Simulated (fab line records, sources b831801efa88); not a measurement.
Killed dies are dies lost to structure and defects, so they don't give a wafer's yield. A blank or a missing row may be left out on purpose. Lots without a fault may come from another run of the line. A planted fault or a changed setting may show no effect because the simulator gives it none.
fab line records | flow sky130
record lots=14 wafers=42 last_day=50
route steps=708 shown FIELD_ISO@18 PAD_OPEN@708
lots that met no fault: from a run of the same line without faults
start_h: hours from the record's first day to the start of the lot's first wafer shown | wait_h: hours since the lot's step before | " the same as in the row above | L1.1+2: a row that stands for several wafers | - no value, or no start given | * or withheld: withheld | < > ~ a bound
route shown NAME@n: a module of which the file shows steps, and the number in the route of the first | usual: mean/standard deviation of fault-free wafers | same: alike in all rows | chamber/n: place in a boat | sites: the reading at each site | _std_site: their standard deviation | _edge_site: outer sites' mean less inner sites' | radius_mm: how far each site lies from the wafer's centre | mask NAME#n: copy n | behind: the tool/chamber that last shaped the wafer | hold: why the lot was held/for how many hours/how that ended | device: the transistor (n, p or np) that didn't switch | end of line: the same wafers' tests at the end of the route | a step without rows: its recipe alone | killed: dies lost to structure and defects at the first sort, not the wafer's yield | map: a wafer's dies, x killed, . not, _ none there
set.NAME: the setting as run; set.NAME@STEP: as run at that earlier step | model.NAME: the simulator's own value behind a step, which no gauge read
steps of the route over a sample of lots; a table a step, a row a wafer
services: from which hour (start_h, from the record's first day; less than 0 if before it) a tool's chamber was out of use, for how many hours, and why
## steps
# step SKY_FIELD_ISO_ETCH_17
# recipe target_depth_a=3420 mask_material=Si3N4 chemistry=HBr/Cl2/O2 target=Si taper_deg=5 icp_w=600 bias_w=150 pressure_mtorr=15 HBr_flow_sccm=150 Cl2_flow_sccm=40 O2_flow_sccm=6 time_s=97.7
# usual HBr_flow_sccm=150.0/0.5 O2_flow_sccm=5.998/0.019 drypump_motor_current_A=5.3/0.35 oes_product_au=1.005/0.0097 throttle_valve_pct=25.653/0.011
# columns lot.wafer tool chamber start_h wait_h HBr_flow_sccm O2_flow_sccm drypump_motor_current_A oes_product_au rf_hours_counter_h throttle_valve_pct
L277.3 rie_si-02 2 36.28 0.0 149.2 6.028 5.8 0.993 2 25.650
L277.5 " 2 " " 149.5 6.008 5.8 0.995 - 25.656
L277.6 " 1 " " 149.0 6.007 4.9 1.023 - 25.655
L280.1 rie_si-01 3 50.44 0.1 150.1 6.000 5.6 1.001 1 25.650
L280.3 " 2 " " 150.0 6.004 5.0 0.999 10 25.662
L280.6 " 1 " " 150.9 6.006 4.9 1.006 - 25.661
L281.3 rie_si-02 0 54.83 0.0 149.7 5.999 5.5 0.995 76 25.653
L281.4 " 2 " " 151.0 5.987 5.8 1.003 - 25.667
L281.5 " 0 " " 149.9 5.985 5.4 0.993 - 25.669
L282.1 rie_si-01 2 61.98 0.1 150.1 5.968 5.0 1.007 10 25.640
L282.2 " 3 " " 150.3 6.002 5.6 1.005 1 25.668
L282.3 " 0 " " 150.7 5.990 5.5 1.006 54 25.652
L286.1 rie_si-01 0 81.63 0.1 - - - - - -
L286.2 " 1 " " - - - - - -
L286.6 " 1 " " - - - - - -
L287.3 rie_si-01 1 88.29 0.0 - - - - - -
L287.5 " 2 " " - - - - - -
L287.6 " 1 " " - - - - - -
L292.2 rie_si-01 3 112.44 0.1 149.7 5.972 5.6 1.002 1 25.660
L292.3 " 2 " " 150.0 6.014 5.0 0.999 10 25.654
L292.6 " 1 " " 149.2 6.023 4.9 0.999 - 25.645
L293.1 rie_si-02 0 116.80 0.1 148.8 5.989 5.4 0.989 77 25.657
L293.5 " 0 " " 149.7 5.979 5.5 0.998 - 25.670
L293.6 " 3 " " 149.6 5.985 5.9 1.009 - 25.647
L294.2 rie_si-01 0 123.04 0.1 149.7 5.999 5.5 1.003 54 25.650
L294.5 " 3 " " 150.1 6.017 5.6 1.002 - 25.648
L294.6 " 0 " " 149.7 5.992 5.5 0.997 - 25.654
L295.1 rie_si-02 2 127.15 0.1 150.1 6.003 5.8 0.998 3 25.670
L295.3 " 0 " " 150.0 6.003 5.5 0.994 77 25.657
L295.4 " 1 " " 149.9 6.008 4.9 1.014 4 25.641
L296.2 rie_si-01 2 133.09 0.1 151.3 6.009 5.0 0.992 10 25.647
L296.4 " 3 " " 150.5 5.970 5.6 1.007 1 25.652
L296.5 " 0 " " 149.8 6.015 5.5 1.009 - 25.652
L297.2 rie_si-02 3 138.48 0.1 150.4 5.989 5.9 1.012 0 25.638
L297.4 " 1 " " 150.0 6.028 4.9 1.023 4 25.636
L297.6 " 2 " " 150.0 6.000 5.8 1.002 - 25.655
L298.4 rie_si-02 2 145.45 0.0 149.6 5.990 5.8 1.004 3 25.659
L298.5 " 2 " " 149.3 6.020 5.8 1.006 - 25.647
L298.6 " 1 " " 149.8 6.000 4.9 1.018 - 25.643
L299.1 rie_si-01 2 150.63 0.1 150.1 6.025 5.0 1.003 11 25.657
L299.4 " 3 " " 149.2 6.010 5.6 1.001 1 25.647
L299.5 " 0 " " 150.4 6.020 5.5 1.008 - 25.668
# step SKY_PAD_OPEN_PROBE_99
# usual killed_at_M0_to_M3=43/6.6 killed_at_M4_up=3.4/1.8 killed_at_contacts=24/4.9 killed_at_front_end=15/4.1 killed_at_other=0.3/0.55 killed_dies=85/8.8 killed_on_rim=17/3.7 killed_open=46/6.1 killed_short=39/5.7
# same gross_dies=492 killed_at_back_side=0
# columns lot.wafer tool chamber start_h wait_h killed_at_M0_to_M3 killed_at_M4_up killed_at_contacts killed_at_front_end killed_at_other killed_dies killed_on_rim killed_open killed_short
L286.1 prober-02 - 1139.27 0.1 49 2 21 420 0 492 96 47 39
L286.2 prober-02 - 1139.32 0.1 37 3 18 434 0 492 96 40 29
L286.6 prober-02 - 1139.52 0.2 37 0 29 426 0 492 96 51 30
L287.3 prober-01 - 1145.80 0.2 39 5 35 413 0 492 96 42 48
L287.5 prober-01 - 1145.90 0.2 41 7 35 409 0 492 96 52 42
L287.6 prober-01 - 1145.95 0.2 37 3 38 414 0 492 96 47 39
# killed by level:class
L286.1 FIELD_ISO:area_etch=406 VIA1:geometric_particle:open=12 METAL1:geometric_particle:short=9 CONTACT:geometric_particle:open=7 VIA3:geometric_particle:open=7 VIA1:geometric_particle:short=6 LI_CONTACT:geometric_particle:open=6 METAL2:geometric_particle:short=4
L286.2 FIELD_ISO:area_etch=423 METAL2:geometric_particle:short=9 VIA1:geometric_particle:open=7 CONTACT:geometric_particle:open=7 LI_CONTACT:geometric_particle:open=6 METAL1:geometric_particle:short=6 VIA2:geometric_particle:open=5 FIELD_ISO:geometric_particle:open=4
L286.6 FIELD_ISO:area_etch=411 CONTACT:geometric_particle:open=12 LI_CONTACT:geometric_particle:open=11 VIA1:geometric_particle:open=10 POLY_GATE:geometric_particle:short=5 METAL3:geometric_particle:short=5 FIELD_ISO:geometric_particle:open=4 METAL1:geometric_particle:open=4
L287.3 FIELD_ISO:area_etch=402 LI_CONTACT:geometric_particle:open=10 CONTACT:geometric_particle:short=7 LOCAL_INTERCONNECT:geometric_particle:short=6 VIA1:geometric_particle:short=6 METAL2:geometric_particle:short=6 VIA3:geometric_particle:open=6 LI_CONTACT:geometric_particle:short=5
L287.5 FIELD_ISO:area_etch=397 CONTACT:geometric_particle:open=10 LI_CONTACT:geometric_particle:open=9 VIA1:geometric_particle:open=7 VIA3:geometric_particle:open=7 CONTACT:geometric_particle:short=6 METAL1:geometric_particle:short=6 VIA2:geometric_particle:open=6
L287.6 FIELD_ISO:area_etch=406 CONTACT:geometric_particle:open=15 LI_CONTACT:geometric_particle:open=10 LOCAL_INTERCONNECT:geometric_particle:short=7 VIA1:geometric_particle:short=7 VIA1:geometric_particle:open=5 METAL2:geometric_particle:open=4 VIA3:geometric_particle:open=4
## services
# columns tool chamber start_h hours kind
rie_si-02 3 47.83 - clean
rie_si-02 3 47.83 18.9 scheduled_down
rie_si-02 3 47.83 18.9 vent_cycle
rie_si-02 - 69.46 2.8 pm
rie_si-01 3 70.37 5.5 repair
rie_si-01 2 79.90 6.9 repair
rie_si-01 2 101.22 3.8 repair
rie_si-02 3 101.42 6.8 repair
rie_si-01 - 123.28 2.8 pm
## key
first_sign step=SKY_FIELD_ISO_ETCH_17 reading=tool_record direction=missing
effect step=SKY_PAD_OPEN_PROBE_99 reading=killed_at_front_end direction=up sigmas=99 usual=15 struck=419
more_kills_born_at SKY_FIELD_ISO_ETCH_17@rie_si-01=2445
met_at SKY_FIELD_ISO_ETCH_17
struck_lots L286,L287
later_rows_left_out L286.1,L286.2,L286.6,L287.3,L287.5,L287.6
tester_left_out L286,L287
onset_between 61.98 81.63
fault kind=skipped_step_whole tool=rie_si-01 chamber=- onset_h=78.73 steps=SKY_FIELD_ISO_ETCH_17 scope=struck_lots_only
# tester_left_out: of these lots the tester's yield and bins aren't shown, on N5 and GAA mostly nor the transistor test; their killed dies are dies lost to structure and defects alone, not to doping, threshold or leakage, so they don't give the yield
# later_rows_left_out: the simulator's readings of these wafers behind a module that went badly wrong aren't trusted and aren't shown, but for the sort
